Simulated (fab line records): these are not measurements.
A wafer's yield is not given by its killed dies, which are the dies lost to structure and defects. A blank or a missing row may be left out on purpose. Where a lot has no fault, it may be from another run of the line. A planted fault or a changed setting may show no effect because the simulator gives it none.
What tool caused it? | flow sfq-line | 42 wafers from 14 lots sampled at 4 of the route's 325 steps

WHAT EACH GAUGE READ, for each wafer
No reading from a measuring or inspecting step in the record can be judged against a usual standard deviation.

TOOL THAT RAN EACH LOT (tool first, then ch and the chambers of the sampled wafers, then the start)
lot  | SFQ_TRILAYER_I2_CMP_CMP_064   | SFQ_TRILAYER_M6_ETCH_METAL_ETCH_162 | SFQ_TRILAYER_I6_VIA_STRIP_STRIP_173 | SFQ_TRILAYER_I7_VIA_STRIP_STRIP_191
L507 | cmp-02 ch 0,2,3, day 31 00:54 | rie-metal-02 ch 0,1, day 69 20:30   | rie-metal-04 ch 0,1, day 74 08:46   | rie-metal-03 ch 0,1, day 79 00:20
L510 | cmp-02 ch 1,2, day 32 17:55   | rie-metal-02 ch 1, day 70 18:16     | rie-metal-03 ch 0,1, day 75 03:58   | rie-metal-02 ch 0,1, day 79 16:03
L511 | cmp-01 ch 1,2, day 33 02:48   | rie-metal-01 ch 1, day 70 22:55     | rie-metal-04 ch 0,1, day 75 10:26   | rie-metal-02 ch 0,1, day 79 20:51
L512 | cmp-02 ch 1,2, day 33 21:01   | rie-metal-04 ch 0,1, day 71 15:19   | rie-metal-03 ch 0,1, day 76 03:26   | rie-metal-02 ch 0,1, day 80 13:51
L513 | cmp-01 ch 0,1,2, day 34 03:40 | rie-metal-02 ch 0,1, day 72 00:09   | rie-metal-04 ch 0,1, day 76 14:02   | rie-metal-03 ch 0,1, day 81 01:39
L514 | cmp-01 ch 0,1,3, day 36 18:40 | rie-metal-01 ch 0,1, day 74 06:31   | rie-metal-04 ch 0,1, day 78 02:56   | rie-metal-02 ch 0,1, day 82 13:51
L515 | cmp-01 ch 0,1,2, day 36 23:10 | rie-metal-04 ch 0,1, day 74 15:09   | rie-metal-03 ch 0,1, day 78 09:56   | rie-metal-03 ch 0,1, day 82 19:56
L517 | cmp-01 ch 1,2,3, day 37 03:40 | rie-metal-01 ch 0,1, day 79 03:50   | rie-metal-03 ch 0,1, day 82 22:20   | rie-metal-01 ch 0,1, day 90 00:15
L518 | cmp-01 ch 1,2,3, day 37 10:10 | rie-metal-04 ch 0,1, day 79 06:14   | rie-metal-04 ch 0,1, day 82 23:32   | rie-metal-01 ch 0,1, day 90 08:19
L519 | cmp-02 ch 0,1,2, day 37 23:26 | rie-metal-01 ch 1, day 82 12:25     | rie-metal-03 ch 0,1, day 83 00:44   | rie-metal-03 ch 0,1, day 90 10:43
L524 | cmp-01 ch 1,2, day 40 17:17   | rie-metal-02 ch 1, day 83 19:47     | rie-metal-03 ch 0,1, day 84 06:03   | rie-metal-02 ch 0,1, day 91 14:11
L526 | cmp-01 ch 0,1,3, day 40 20:17 | rie-metal-01 ch 0,1, day 84 01:43   | rie-metal-03 ch 0,1, day 84 12:03   | rie-metal-02 ch 0,1, day 91 18:59
L525 | cmp-02 ch 0,2,3, day 40 20:41 | rie-metal-01 ch 0,1, day 83 22:07   | rie-metal-03 ch 1, day 84 09:03     | rie-metal-01 ch 0,1, day 91 15:23
L530 | cmp-02 ch 1,2,3, day 41 21:11 | rie-metal-02 ch 0,1, day 84 16:15   | rie-metal-04 ch 0, day 88 11:03     | rie-metal-02 ch 0,1, day 92 09:56
- SFQ_TRILAYER_I2_CMP_CMP_064: polishes SiO2.
- SFQ_TRILAYER_M6_ETCH_METAL_ETCH_162: etches Nb in Cl2/Ar, stops on SiO2, target depth 240 nm, time 120 s.
- SFQ_TRILAYER_I6_VIA_STRIP_STRIP_173: strips in O2.
- SFQ_TRILAYER_I7_VIA_STRIP_STRIP_191: strips in O2.

AS READ BY THE TOOLS THEMSELVES (means over the sampled wafers that have a number; for cases with no such wafer, the mark the record gives instead)
SFQ_TRILAYER_I2_CMP_CMP_064. Usual: head-pressure-psi 3.000 psi, standard deviation 0.0059; motor-current-A 10.2 A, standard deviation 0.89; time-to-endpoint-s 213 s, standard deviation 8.8.
lot  | tool   | head-pressure-psi (psi) | motor-current-A (A) | time-to-endpoint-s (s) | flag
L507 | cmp-02 | 2.997                   | 10.2                | 211                    |
L510 | cmp-02 | 2.999                   | 11.1                | 206                    |
L511 | cmp-01 | 2.996                   | 10.3                | 216                    |
L512 | cmp-02 | 2.996                   | 10.9                | 205                    |
L513 | cmp-01 | 2.999                   | 10.4                | 208                    |
L514 | cmp-01 | 3.001                   | 10.4                | 215                    |
L515 | cmp-01 | 3.000                   | 10.0                | 216                    |
L517 | cmp-01 | 2.995                   | 9.8                 | 218                    |
L518 | cmp-01 | 3.004                   | 10.4                | 209                    |
L519 | cmp-02 | 2.997                   | 9.9                 | 219                    |
L524 | cmp-01 | 2.867                   | 10.1                | 225                    | OFF
L526 | cmp-01 | 2.942                   | 10.1                | 211                    | OFF
L525 | cmp-02 | 3.004                   | 9.9                 | 214                    |
L530 | cmp-02 | 2.993                   | 10.6                | 203                    |

SFQ_TRILAYER_M6_ETCH_METAL_ETCH_162. Usual: bias-w 79.96 W, standard deviation 0.21; drypump-motor-current-A 5.6 A, standard deviation 0.48; oes-product-au 0.892 a.u., standard deviation 0.0082.
lot  | tool         | bias-w (W) | drypump-motor-current-A (A) | oes-product-au (a.u.) | flag
L507 | rie-metal-02 | 80.08      | 5.7                         | 0.888                 |
L510 | rie-metal-02 | 79.85      | 6.4                         | 0.890                 |
L511 | rie-metal-01 | 80.05      | 5.4                         | 0.901                 |
L512 | rie-metal-04 | 79.95      | 5.2                         | 0.888                 |
L513 | rie-metal-02 | 80.19      | 6.1                         | 0.893                 |
L514 | rie-metal-01 | 80.17      | 5.4                         | 0.880                 |
L515 | rie-metal-04 | 79.99      | 5.2                         | 0.892                 |
L517 | rie-metal-01 | 79.93      | 5.4                         | 0.889                 |
L518 | rie-metal-04 | 79.88      | 5.2                         | 0.893                 |
L519 | rie-metal-01 | 79.74      | 5.4                         | 0.890                 |
L524 | rie-metal-02 | 79.88      | 6.5                         | 0.894                 |
L526 | rie-metal-01 | 79.88      | 5.4                         | 0.892                 |
L525 | rie-metal-01 | 80.10      | 5.4                         | 0.882                 |
L530 | rie-metal-02 | 79.97      | 5.7                         | 0.903                 |

SFQ_TRILAYER_I6_VIA_STRIP_STRIP_173. Usual: drypump-motor-current-A 5.6 A, standard deviation 0.41; oes-product-au 1.001 a.u., standard deviation 0.0073.
lot  | tool         | drypump-motor-current-A (A) | oes-product-au (a.u.) | flag
L507 | rie-metal-04 | 5.2                         | 0.997                 |
L510 | rie-metal-03 | 5.6                         | 0.992                 |
L511 | rie-metal-04 | 5.2                         | 0.998                 |
L512 | rie-metal-03 | 5.7                         | 1.011                 |
L513 | rie-metal-04 | 5.2                         | 1.005                 |
L514 | rie-metal-04 | 5.2                         | 1.001                 |
L515 | rie-metal-03 | 5.7                         | 1.010                 |
L517 | rie-metal-03 | 5.7                         | 1.008                 |
L518 | rie-metal-04 | 5.2                         | 1.000                 |
L519 | rie-metal-03 | 5.6                         | 1.006                 |
L524 | rie-metal-03 | 5.6                         | 0.996                 |
L526 | rie-metal-03 | 5.6                         | 1.007                 |
L525 | rie-metal-03 | 5.8                         | 1.001                 |
L530 | rie-metal-04 | 5.3                         | 0.999                 |

SFQ_TRILAYER_I7_VIA_STRIP_STRIP_191. Usual: drypump-motor-current-A 5.7 A, standard deviation 0.45; oes-product-au 1.001 a.u., standard deviation 0.0084.
lot  | tool         | drypump-motor-current-A (A) | oes-product-au (a.u.) | flag
L507 | rie-metal-03 | 5.7                         | 1.002                 |
L510 | rie-metal-02 | 5.7                         | 0.996                 |
L511 | rie-metal-02 | 6.1                         | 0.999                 |
L512 | rie-metal-02 | 5.7                         | 1.003                 |
L513 | rie-metal-03 | 5.7                         | 1.005                 |
L514 | rie-metal-02 | 5.7                         | 1.002                 |
L515 | rie-metal-03 | 5.6                         | 1.001                 |
L517 | rie-metal-01 | 5.4                         | 1.002                 |
L518 | rie-metal-01 | 5.4                         | 1.018                 |
L519 | rie-metal-03 | 5.6                         | 1.002                 |
L524 | rie-metal-02 | 6.0                         | 1.005                 |
L526 | rie-metal-02 | 6.1                         | 1.003                 |
L525 | rie-metal-01 | 5.4                         | 1.009                 |
L530 | rie-metal-02 | 6.0                         | 1.006                 |

THE ANSWER, worked out from the rows above alone
Rule: a lot is off if the mean of its wafers that have a number lies more than 3 standard deviations from the usual mean. A lot without any number at a reading at which 4 lots or more have one is off too. The other lots that the step has rows for count as sound. Order of review: gauges by route order, followed by the tools' own readings, for which a lot's mean as printed above is used. At the first step where some lot is off, the reading lying furthest off is the one used; lots without a number count as furthest.
Off at SFQ_TRILAYER_I2_CMP_CMP_064 (head-pressure-psi): L524, L526.
A tool fits if, at that step or a process step before it, it ran every lot that is off, and no sound lot after the first of them. One fits: SFQ_TRILAYER_I2_CMP_CMP_064 on cmp-01. Its last sound lot is L518 (day 37 10:10), its first lot that is off L524 (day 40 17:17): a fault that began between those two fits.
The tool's own readings at SFQ_TRILAYER_I2_CMP_CMP_064 bear it out: on the lots that are off they differ by more than 5 times the standard deviation of the sound lots' means. head-pressure-psi reads 2.905 psi there against 2.998 psi on the sound lots.

WHAT THE SIMULATOR HAD PUT IN
cmp-01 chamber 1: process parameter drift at SFQ_TRILAYER_I2_CMP_CMP_064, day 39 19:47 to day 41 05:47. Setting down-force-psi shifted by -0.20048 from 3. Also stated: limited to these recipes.
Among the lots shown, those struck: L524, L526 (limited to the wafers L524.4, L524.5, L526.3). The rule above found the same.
